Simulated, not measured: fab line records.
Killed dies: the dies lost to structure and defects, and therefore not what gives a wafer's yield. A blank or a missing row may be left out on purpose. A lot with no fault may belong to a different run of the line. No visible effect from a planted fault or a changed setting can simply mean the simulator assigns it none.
fab line records + flow sfq-line + part 2 of 2: steps 25 to 34 of 34
record
- lots=5
- wafers=15
- last-day=80
route steps=325 shown I3@136 M4@148 I4@163
lots with no fault: from the same line, run without faults
start-h: the number of hours between the record's first day and the start of the first shown wafer of the lot + wait-h: hours since the lot's step before + " same as the row above + L1.1+2: a single row standing in for several wafers + - no value, or no start was given + * or withheld: withheld + < > ~ a bound
route shown NAME@n: a module of which the file shows steps, and the number in the route of the first + usual: mean/standard deviation of fault-free wafers + same: alike in all rows + chamber/n: place in a boat + sites: per-site readings + _std_site: the standard deviation of these + _edge_site: the outer-site mean with the inner-site mean subtracted + radius-mm: for every site, how far away it sits from the centre of the wafer + mask NAME#n: copy n + behind: tool/chamber where the wafer was last shaped + hold: the reason the lot was held/the length of the hold in hours/how it ended + device: which transistor (n, p or np) failed to switch + end of line: tests of these same wafers at the route's end + for a step that has no rows: nothing shown but its recipe + killed: at the first sort, the dies lost to defects and structure; wafer yield is something else + map: a wafer's dies, x killed, . not, _ none there
set.NAME: the setting as run; set.NAME@STEP: as run at that earlier step + model.NAME: the simulator's own value behind a step, which no gauge read
certain route steps with their lots: each step a table, each wafer a row
services: a tool's chamber out of use, with start hour (start-h, from the record's first day; less than 0 if before it), hours out, and reason
## steps
# step SFQ_TRILAYER_M4_STRIP_STRIP_097
# recipe
- gas=O2
- power-w=200
- platen-temp-c=40
- overash-fraction=0.65
- chemistry=O2
- pressure-mtorr=50
# usual
- drypump-motor-current-A=5.60/0.28
- oes-product-au=0.994/0.011
| lot.wafer | tool         | chamber | start-h | wait-h | drypump-motor-current-A | oes-product-au | rf-hours-counter-h |
|-----------|--------------|---------|---------|--------|-------------------------|----------------|--------------------|
| L075.2    | rie-metal-04 | 1       | 1156.84 | 0.4    | 5.19                    | 0.996          | -                  |
| L075.3    | "            | 1       | "       | "      | 5.17                    | 1.007          | -                  |
| L075.4    | "            | 1       | "       | "      | 5.17                    | 1.000          | -                  |
| L076.1    | rie-metal-02 | 0       | 1158.12 | 0.1    | 5.65                    | 0.982          | 0                  |
| L076.4    | "            | 1       | "       | "      | 5.88                    | 0.988          | -                  |
| L076.5    | "            | 1       | "       | "      | 5.88                    | 0.983          | -                  |
| L077.1    | rie-metal-02 | 1       | 1161.25 | 0.1    | 5.91                    | 0.998          | 18                 |
| L077.2    | "            | 0       | "       | "      | 5.67                    | 1.008          | 1                  |
| L077.4    | "            | 0       | "       | "      | 5.64                    | 0.996          | -                  |
| L085.2    | rie-metal-04 | 0       | 1257.57 | 0.1    | 5.48                    | 0.980          | 14                 |
| L085.4    | "            | 0       | "       | "      | 5.51                    | 0.975          | -                  |
| L085.6    | "            | 1       | "       | "      | 5.20                    | 1.020          | -                  |
| L090.3    | rie-metal-02 | 1       | 1302.92 | 0.2    | 5.90                    | 0.984          | -                  |
| L090.4    | "            | 0       | "       | "      | 5.63                    | 0.997          | -                  |
| L090.6    | "            | 0       | "       | "      | 5.61                    | 0.989          | -                  |
# step SFQ_TRILAYER_M4_STRIP_SOLV_CLEAN_098
# recipe
- chemistry=NMP
- temp-c=70
- time-s=600
| lot.wafer  | tool         | chamber | start-h | wait-h |
|------------|--------------|---------|---------|--------|
| L075.2+3+4 | wet-bench-01 | 1,2,6   | 1157.84 | 0.8    |
| L076.1+4+5 | wet-bench-04 | 4,0,1   | 1158.72 | 0.4    |
| L077.1+2+4 | wet-bench-04 | 2,5,0   | 1161.85 | 0.4    |
| L085.2+4+6 | wet-bench-01 | 6,2,4   | 1258.17 | 0.4    |
| L090.3+4+6 | wet-bench-03 | 5,0,1   | 1303.32 | 0.2    |
# step SFQ_TRILAYER_I4_DEP_PECVD_099
# recipe
- material=SiO2
- temp-c=150
- time-s=111.11
- pressure-torr=2.4
- rf-w=183.3
- precursor=SiH4/N2O
- target-thk-nm=500
# usual
- heater-power-outer-w=28/11
- heater-power-w=82/17
- throttle-valve-pct=24.7/1.9
| lot.wafer | tool     | chamber | start-h | wait-h | heater-power-outer-w | heater-power-w | throttle-valve-pct |
|-----------|----------|---------|---------|--------|----------------------|----------------|--------------------|
| L075.2    | pecvd-01 | 2       | 1158.03 | 0.0    | 28                   | 72             | 24.7               |
| L075.3    | "        | 1       | "       | "      | 41                   | 100            | 26.7               |
| L075.4    | "        | 2       | "       | "      | 30                   | 76             | 24.5               |
| L076.1    | pecvd-02 | 2       | 1158.89 | 0.0    | 16                   | 63             | 23.2               |
| L076.4    | "        | 1       | "       | "      | 28                   | 95             | 21.4               |
| L076.5    | "        | 0       | "       | "      | 18                   | 74             | 23.0               |
| L077.1    | pecvd-01 | 2       | 1162.04 | 0.0    | 25                   | 67             | 24.7               |
| L077.2    | "        | 1       | "       | "      | 53                   | 121            | 26.6               |
| L077.4    | "        | 0       | "       | "      | 16                   | 67             | 25.2               |
| L085.2    | pecvd-01 | 1       | 1258.34 | 0.0    | 48                   | 114            | 27.3               |
| L085.4    | "        | 1       | "       | "      | 51                   | 112            | 27.5               |
| L085.6    | "        | 0       | "       | "      | 10                   | 58             | 25.7               |
| L090.3    | pecvd-01 | 2       | 1303.49 | 0.0    | 28                   | 74             | 25.2               |
| L090.4    | "        | 2       | "       | "      | 31                   | 71             | 25.0               |
| L090.6    | "        | 1       | "       | "      | 46                   | 108            | 27.7               |
# step SFQ_TRILAYER_I4_CMP_CMP_100
# recipe
- material=SiO2
- down-force-psi=3
- platen-rpm=60
- pad-velocity-m-s=0.94248
# usual
- motor-current-A=9.5/0.87
- platen-rpm=59.99/0.037
- retaining-ring-pressure-frac=1.000/0.0049
- slurry-filter-dp-kPa=13.51/0.14
- time-to-endpoint-s=214/9
| lot.wafer | tool   | chamber | start-h | wait-h | motor-current-A | platen-rpm | retaining-ring-pressure-frac | slurry-filter-dp-kPa | time-to-endpoint-s |
|-----------|--------|---------|---------|--------|-----------------|------------|------------------------------|----------------------|--------------------|
| L075.3    | cmp-02 | 1       | 1158.11 | 0.0    | 9.5             | 60.00      | 0.999                        | 13.46                | 208                |
| L075.4    | "      | 3       | 1159.11 | 1.0    | 9.9             | 60.04      | 1.007                        | 13.67                | 207                |
| L075.2    | "      | 0       | "       | "      | 8.7             | 60.06      | 0.995                        | 13.44                | 216                |
| L076.1    | cmp-01 | 1       | 1158.97 | 0.0    | 8.5             | 59.99      | 0.999                        | 13.45                | 214                |
| L076.4    | "      | 3       | 1159.97 | 1.0    | 10.9            | 59.94      | 1.016                        | 13.54                | 218                |
| L076.5    | "      | 2       | 1161.47 | 2.5    | 10.0            | 59.99      | 1.006                        | 13.36                | 205                |
| L077.4    | cmp-01 | 2       | 1162.62 | 0.5    | 9.4             | 60.05      | 0.998                        | 13.72                | 208                |
| L077.1    | "      | 3       | "       | "      | 11.1            | 60.04      | 1.005                        | 13.54                | 213                |
| L077.2    | "      | 0       | "       | "      | 9.4             | 60.05      | 1.002                        | 13.59                | 205                |
| L085.4    | cmp-02 | 1       | 1258.92 | 0.5    | 9.8             | 60.02      | 0.994                        | 13.32                | 223                |
| L085.2    | "      | 2       | "       | "      | 8.5             | 60.01      | 0.997                        | 13.48                | 217                |
| L085.6    | "      | 1       | 1260.92 | 2.5    | 10.3            | 59.95      | 0.990                        | 13.21                | 220                |
| L090.4    | cmp-01 | 2       | 1312.42 | 8.8    | 10.4            | 59.97      | 0.997                        | 13.57                | 218                |
| L090.3    | "      | 0       | 1313.42 | 9.9    | 9.7             | 59.97      | 0.999                        | 13.64                | 214                |
| L090.6    | "      | 2       | 1314.42 | 10.8   | 10.1            | 59.93      | 1.001                        | 13.34                | 207                |
# step SFQ_I4_BOW_MEAS_927
# recipe
- mode=bow
# usual
- I4_BOW=6/11
| lot.wafer | tool          | chamber | start-h | wait-h | I4_BOW[um] |
|-----------|---------------|---------|---------|--------|------------|
| L075.2    | film-metro-04 | -       | 1161.13 | 1.0    | 4          |
| L075.3    | "             | -       | "       | "      | 5          |
| L075.4    | "             | -       | "       | "      | 12         |
| L076.1    | film-metro-01 | -       | 1161.97 | 2.5    | 0          |
| L076.4    | "             | -       | "       | "      | -1         |
| L076.5    | "             | -       | "       | "      | -14        |
| L077.1    | film-metro-04 | -       | 1165.12 | 1.5    | 4          |
| L077.2    | "             | -       | "       | "      | 13         |
| L077.4    | "             | -       | "       | "      | 8          |
| L085.2    | film-metro-03 | -       | 1261.44 | 1.5    | -4         |
| L085.4    | "             | -       | "       | "      | -5         |
| L085.6    | "             | -       | "       | "      | 0          |
| L090.3    | film-metro-04 | -       | 1315.46 | 1.5    | -8         |
| L090.4    | "             | -       | "       | "      | -4         |
| L090.6    | "             | -       | "       | "      | -1         |
# step SFQ_TRILAYER_I4_METRO_MEASURE_101
# usual
- thk-nm=199.8/1.2
| lot.wafer | tool          | chamber | start-h | wait-h | thk-nm |
|-----------|---------------|---------|---------|--------|--------|
| L075.2    | film-metro-04 | -       | 1161.43 | 0.3    | 199.4  |
| L075.3    | "             | -       | "       | "      | 198.8  |
| L075.4    | "             | -       | "       | "      | 197.4  |
| L076.1    | film-metro-01 | -       | 1162.09 | 0.1    | 199.2  |
| L076.4    | "             | -       | "       | "      | 199.8  |
| L076.5    | "             | -       | "       | "      | 199.3  |
| L077.1    | film-metro-04 | -       | 1165.24 | 0.1    | 201.4  |
| L077.2    | "             | -       | "       | "      | 200.7  |
| L077.4    | "             | -       | "       | "      | 198.8  |
| L085.2    | film-metro-03 | -       | 1261.74 | 0.3    | 200.6  |
| L085.4    | "             | -       | "       | "      | 200.3  |
| L085.6    | "             | -       | "       | "      | 201.0  |
| L090.3    | film-metro-04 | -       | 1315.94 | 0.5    | 199.6  |
| L090.4    | "             | -       | "       | "      | 199.9  |
| L090.6    | "             | -       | "       | "      | 199.5  |
# step SFQ_TRILAYER_I4_VIA_LITHO_COAT_108
# recipe
- resist=BARC
- spin-rpm=3000
- resist-thk-nm=62
# usual
- exhaust-pa=44.8/0.98
| lot.wafer | tool           | chamber | start-h | wait-h | exhaust-pa |
|-----------|----------------|---------|---------|--------|------------|
| L075.2    | litho-track-04 | 0       | 1162.48 | 0.8    | 45.8       |
| L075.3    | "              | 0       | "       | "      | 44.9       |
| L075.4    | "              | 0       | "       | "      | 44.1       |
| L076.1    | litho-track-02 | 0       | 1163.29 | 1.0    | 43.8       |
| L076.4    | "              | 0       | "       | "      | 44.1       |
| L076.5    | "              | 0       | "       | "      | 44.4       |
| L077.1    | litho-track-01 | 0       | 1166.44 | 1.0    | 44.7       |
| L077.2    | "              | 0       | "       | "      | 45.3       |
| L077.4    | "              | 0       | "       | "      | 45.9       |
| L085.2    | litho-track-01 | 0       | 1262.79 | 0.8    | 44.7       |
| L085.4    | "              | 0       | "       | "      | 44.7       |
| L085.6    | "              | 0       | "       | "      | 44.7       |
| L090.3    | litho-track-02 | 0       | 1316.84 | 0.7    | 46.3       |
| L090.4    | "              | 0       | "       | "      | 46.0       |
| L090.6    | "              | 0       | "       | "      | 46.9       |
# step SFQ_TRILAYER_I4_VIA_LITHO_COAT_103
# recipe
- resist=KrF
- spin-rpm=3000
- resist-thk-nm=650
# usual
- exhaust-pa=45.1/0.86
| lot.wafer | tool           | chamber | start-h | wait-h | exhaust-pa |
|-----------|----------------|---------|---------|--------|------------|
| L075.2    | litho-track-04 | 0       | 1162.78 | 0.2    | 45.2       |
| L075.3    | "              | 0       | "       | "      | 45.8       |
| L075.4    | "              | 0       | "       | "      | 45.8       |
| L076.1    | litho-track-02 | 0       | 1163.59 | 0.2    | 44.0       |
| L076.4    | "              | 0       | "       | "      | 44.8       |
| L076.5    | "              | 0       | "       | "      | 44.2       |
| L077.1    | litho-track-01 | 0       | 1166.74 | 0.2    | 45.5       |
| L077.2    | "              | 0       | "       | "      | 44.4       |
| L077.4    | "              | 0       | "       | "      | 44.6       |
| L085.2    | litho-track-01 | 0       | 1263.09 | 0.2    | 44.9       |
| L085.4    | "              | 0       | "       | "      | 44.6       |
| L085.6    | "              | 0       | "       | "      | 44.1       |
| L090.3    | litho-track-02 | 0       | 1317.14 | 0.2    | 43.7       |
| L090.4    | "              | 0       | "       | "      | 43.5       |
| L090.6    | "              | 0       | "       | "      | 45.5       |
# step SFQ_TRILAYER_I4_VIA_LITHO_SOFTBAKE_107
# recipe
- temp-c=withheld
- time-s=withheld
- resist=KrF
# usual
- exhaust-pa=45.2/0.85
| lot.wafer | tool           | chamber | start-h | wait-h | exhaust-pa |
|-----------|----------------|---------|---------|--------|------------|
| L075.2    | litho-track-04 | 0       | 1163.05 | 0.2    | 44.8       |
| L075.3    | "              | 0       | "       | "      | 45.0       |
| L075.4    | "              | 0       | "       | "      | 45.1       |
| L076.1    | litho-track-02 | 0       | 1163.89 | 0.2    | 44.4       |
| L076.4    | "              | 0       | "       | "      | 45.1       |
| L076.5    | "              | 0       | "       | "      | 44.2       |
| L077.1    | litho-track-01 | 0       | 1167.04 | 0.2    | 45.9       |
| L077.2    | "              | 0       | "       | "      | 46.3       |
| L077.4    | "              | 0       | "       | "      | 45.7       |
| L085.2    | litho-track-01 | 0       | 1263.36 | 0.2    | 44.1       |
| L085.4    | "              | 0       | "       | "      | 45.2       |
| L085.6    | "              | 0       | "       | "      | 46.3       |
| L090.3    | litho-track-02 | 0       | 1317.39 | 0.2    | 44.4       |
| L090.4    | "              | 0       | "       | "      | 45.6       |
| L090.6    | "              | 0       | "       | "      | 46.2       |
# step SFQ_TRILAYER_I4_VIA_LITHO_EXPOSE_104
# recipe
- mask-id=I4
- na=0.6
- source-shape=conventional
- sigma-outer=0.65
- target-cd-nm=700
- dose-mj=21.3
# usual
- reticle-temp-C=23.02/0.1
| lot.wafer | tool           | chamber | start-h | wait-h | mask | reticle-temp-C |
|-----------|----------------|---------|---------|--------|------|----------------|
| L075.2    | krf-scanner-02 | 0       | 1163.38 | -      | I4#0 | 23.02          |
| L075.3    | "              | 0       | "       | "      | I4#0 | 23.00          |
| L075.4    | "              | 0       | "       | "      | I4#0 | 22.99          |
| L076.1    | krf-scanner-02 | 0       | 1164.38 | -      | I4#0 | 23.03          |
| L076.4    | "              | 0       | "       | "      | I4#0 | 23.03          |
| L076.5    | "              | 0       | "       | "      | I4#0 | 23.09          |
| L077.1    | krf-scanner-02 | 0       | 1167.19 | -      | I4#0 | 22.91          |
| L077.2    | "              | 0       | "       | "      | I4#0 | 23.00          |
| L077.4    | "              | 0       | "       | "      | I4#0 | 23.04          |
| L085.2    | krf-scanner-01 | 0       | 1363.59 | -      | I4#0 | 23.07          |
| L085.4    | "              | 0       | "       | "      | I4#0 | 23.10          |
| L085.6    | "              | 0       | "       | "      | I4#0 | 23.21          |
| L090.3    | krf-scanner-02 | 0       | 1404.29 | -      | I4#0 | 23.07          |
| L090.4    | "              | 0       | "       | "      | I4#0 | 23.08          |
| L090.6    | "              | 0       | "       | "      | I4#0 | 23.15          |
## services
| tool           | chamber | start-h | hours | kind   |
|----------------|---------|---------|-------|--------|
| krf-scanner-01 | -       | 868.22  | 1.0   | pm     |
| krf-scanner-01 | -       | 886.20  | 1.3   | pm     |
| krf-scanner-02 | -       | 894.77  | 1.3   | pm     |
| krf-scanner-02 | -       | 914.06  | 1.0   | pm     |
| krf-scanner-01 | -       | 920.02  | 0.8   | pm     |
| krf-scanner-02 | -       | 924.22  | 4.7   | repair |
| rie-metal-02   | 0       | 928.80  | 2.4   | repair |
| krf-scanner-02 | -       | 959.06  | 4.0   | pm     |
| krf-scanner-01 | -       | 963.94  | 3.6   | pm     |
| krf-scanner-01 | -       | 1008.98 | 4.0   | pm     |
| krf-scanner-01 | -       | 1038.07 | 1.0   | pm     |
| krf-scanner-02 | -       | 1097.24 | 1.1   | repair |
| krf-scanner-02 | -       | 1122.62 | 0.4   | repair |
| krf-scanner-02 | -       | 1146.33 | 1.3   | pm     |
| krf-scanner-02 | -       | 1147.63 | 1.0   | pm     |
| krf-scanner-02 | -       | 1148.63 | 0.8   | pm     |
| rie-metal-02   | 1       | 1166.96 | 2.4   | repair |
| rie-metal-02   | 0       | 1245.67 | 2.5   | repair |
| krf-scanner-02 | -       | 1247.18 | 1.3   | pm     |
| krf-scanner-02 | -       | 1252.08 | 1.0   | pm     |
| krf-scanner-02 | -       | 1297.33 | 0.8   | pm     |
| rie-metal-02   | -       | 1324.52 | 1.4   | pm     |
| krf-scanner-02 | -       | 1333.57 | 0.3   | repair |
| rie-metal-02   | 0       | 1361.30 | 8.1   | repair |
